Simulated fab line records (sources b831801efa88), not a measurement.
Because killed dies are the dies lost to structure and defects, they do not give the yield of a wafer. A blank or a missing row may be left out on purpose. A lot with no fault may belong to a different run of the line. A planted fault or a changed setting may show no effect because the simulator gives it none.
Which tool was responsible? ; flow gf180mcu ; 12 lots with 36 wafers sampled at 5 steps, on a route of 602 steps

== WHAT EACH GAUGE READ, for each wafer ==
GF_V3_BOW_MEAS_05. Usual: V3_BOW gives 116 um (standard deviation 9.2).
lot;measured;on;V3_BOW (um);flag
L504;day 21 14:01;film metro-01;97 104 118;
L507;day 22 11:04;film metro-03;112 112 113;
L508;day 22 23:10;film metro-03;139 133 116;
L509;day 23 04:41;film metro-01;100 104 113;
L510;day 23 12:15;film metro-02;123 117 125;
L512;day 24 09:13;film metro-01;128 120 125;
L513;day 24 15:01;film metro-02;97 95 101;
L515;day 25 12:52;film metro-03;107 106 122;
L518;day 26 11:28;film metro-01;119 116 121;
L519;day 26 18:24;film metro-03;114 118 119;
L523;day 27 20:16;film metro-02;100 98 107;
L525;day 28 12:23;film metro-02;115 115 119;

GF_V3_THK_MEAS_25: measures by xrf. Usual: V3_W_THK gives 338 nm (standard deviation 5.5).
lot;measured;on;V3_W_THK (nm);flag
L504;day 22 15:06;film metro-02;341 333 343;
L507;day 23 11:07;film metro-03;333 336 334;
L508;day 23 22:37;film metro-01;339 335 335;
L509;day 24 04:35;film metro-03;346 344 344;
L510;day 24 11:44;film metro-03;338 343 339;
L512;day 25 07:37;film metro-03;342 348 345;
L513;day 25 13:58;film metro-02;330 328 330;
L515;day 26 11:19;film metro-02;340 337 326;
L518;day 27 08:55;film metro-02;331 330 333;
L519;day 27 15:34;film metro-02;332 334 339;
L523;day 28 16:04;film metro-02;347 343 345;
L525;day 29 09:02;film metro-02;343 348 351;

== EACH LOT AND THE TOOL THAT RAN IT (in order: tool; ch and the chambers of the sampled wafers; start) ==
lot;GF_M3_STRIP_17;GF_V3_COAT_09;GF_V3_STRIP_18
L504;plasma asher-04 ch 0,1, day 21 12:53;litho track-04 ch 0, day 22 02:00;plasma asher-02 ch 0, day 22 14:14
L507;plasma asher-01 ch 0,1, day 22 09:58;litho track-04 ch 0, day 22 22:00;plasma asher-03 ch 0,1, day 23 10:07
L508;plasma asher-04 ch 0,1, day 22 22:04;litho track-04 ch 0, day 23 10:00;plasma asher-04 ch 0,1, day 23 21:44
L509;plasma asher-04 ch 0,1, day 23 03:13;litho track-01 ch 0, day 23 15:00;plasma asher-04 ch 0,1, day 24 03:41
L510;plasma asher-01 ch 0,1, day 23 11:01;litho track-01 ch 0, day 23 23:00;plasma asher-04 ch 0,1, day 24 10:52
L512;plasma asher-02 ch 0,1, day 24 08:07;litho track-01 ch 0, day 24 19:00;plasma asher-04 ch 0,1, day 25 06:46
L513;plasma asher-02 ch 0,1, day 24 13:44;litho track-04 ch 0, day 25 02:00;plasma asher-03 ch 0,1, day 25 13:07
L515;plasma asher-02 ch 0,1, day 25 11:46;litho track-04 ch 0, day 25 23:00;plasma asher-03 ch 0,1, day 26 10:25
L518;plasma asher-02 ch 0,1, day 26 10:19;litho track-03 ch 0, day 26 21:00;plasma asher-02 ch 0,1, day 27 08:02
L519;plasma asher-02 ch 0,1, day 26 17:02;litho track-04 ch 0, day 27 04:00;plasma asher-03 ch 0,1, day 27 14:41
L523;plasma asher-01 ch 0,1, day 27 19:11;litho track-03 ch 0, day 28 05:00;plasma asher-04 ch 0,1, day 28 15:10
L525;plasma asher-02 ch 0,1, day 28 11:13;litho track-01 ch 0, day 28 21:00;plasma asher-02 ch 0,1, day 29 08:10
- GF_M3_STRIP_17: strips in O2/N2.
- GF_V3_COAT_09: resist thk 1000 nm.
- GF_V3_STRIP_18: strips in O2/N2.

== WHAT THE TOOLS THEMSELVES READ (means of the sampled wafers that have a number; where no wafer has one, the mark that the record gives instead) ==
GF_M3_STRIP_17. Usual: drypump motor current A 5.6 A, standard deviation 0.43; heater power w 334 W, standard deviation 17; oes product au 0.558 a.u., standard deviation 0.0049; strip time to endpoint s 7.88 s, standard deviation 0.047.
lot;tool;drypump motor current A (A);heater power w (W);oes product au (a.u.);strip time to endpoint s (s);flag
L504;plasma asher-04;6.0;324;0.562;7.91;
L507;plasma asher-01;5.8;332;0.560;7.86;
L508;plasma asher-04;6.0;323;0.557;7.87;
L509;plasma asher-04;5.6;339;0.560;7.90;
L510;plasma asher-01;5.8;332;0.557;7.92;
L512;plasma asher-02;5.1;347;0.561;7.86;
L513;plasma asher-02;5.2;335;0.556;7.84;
L515;plasma asher-02;5.2;337;0.560;7.93;
L518;plasma asher-02;5.1;350;0.550;7.82;
L519;plasma asher-02;5.1;349;0.555;7.87;
L523;plasma asher-01;5.8;333;0.552;7.82;
L525;plasma asher-02;5.2;331;0.555;7.83;

GF_V3_STRIP_18. Usual: drypump motor current A 5.6 A, standard deviation 0.47; heater power w 330 W, standard deviation 26; oes product au 0.592 a.u., standard deviation 0.0047.
lot;tool;drypump motor current A (A);heater power w (W);oes product au (a.u.);flag
L504;plasma asher-02;5.3;320;0.591;
L507;plasma asher-03;5.8;315;0.596;
L508;plasma asher-04;5.7;333;0.591;
L509;plasma asher-04;5.7;336;0.594;
L510;plasma asher-04;5.7;335;0.590;
L512;plasma asher-04;5.6;334;0.585;
L513;plasma asher-03;6.0;303;0.592;
L515;plasma asher-03;6.0;301;0.596;
L518;plasma asher-02;5.2;333;0.593;
L519;plasma asher-03;5.9;316;0.576;OFF
L523;plasma asher-04;6.0;327;0.595;
L525;plasma asher-02;5.2;336;0.589;

== THE ANSWER, worked out from the rows above alone ==
Rule: take the mean of a lot's wafers that have a number; if it is more than 3 standard deviations from the usual mean, the lot is off. Also off: a lot with no number at a reading for which 4 or more lots have one. Any other lot the step has rows for is counted as sound. The gauges are gone through in route order, then the tools' own readings, and for those a lot's mean is taken as printed above. At the first step where some lot is off, the reading lying furthest off is the one used; lots without a number count as furthest.
Off: L519 (GF_V3_STRIP_18, oes product au).
A tool fits if, at that step or a process step before it, it ran every lot that is off, and no sound lot after the first of them. Can't be told from this: 2 tools fit, litho track-04 at GF_V3_COAT_09, plasma asher-03 at GF_V3_STRIP_18.

== WHAT WAS PUT IN BY THE SIMULATOR ==
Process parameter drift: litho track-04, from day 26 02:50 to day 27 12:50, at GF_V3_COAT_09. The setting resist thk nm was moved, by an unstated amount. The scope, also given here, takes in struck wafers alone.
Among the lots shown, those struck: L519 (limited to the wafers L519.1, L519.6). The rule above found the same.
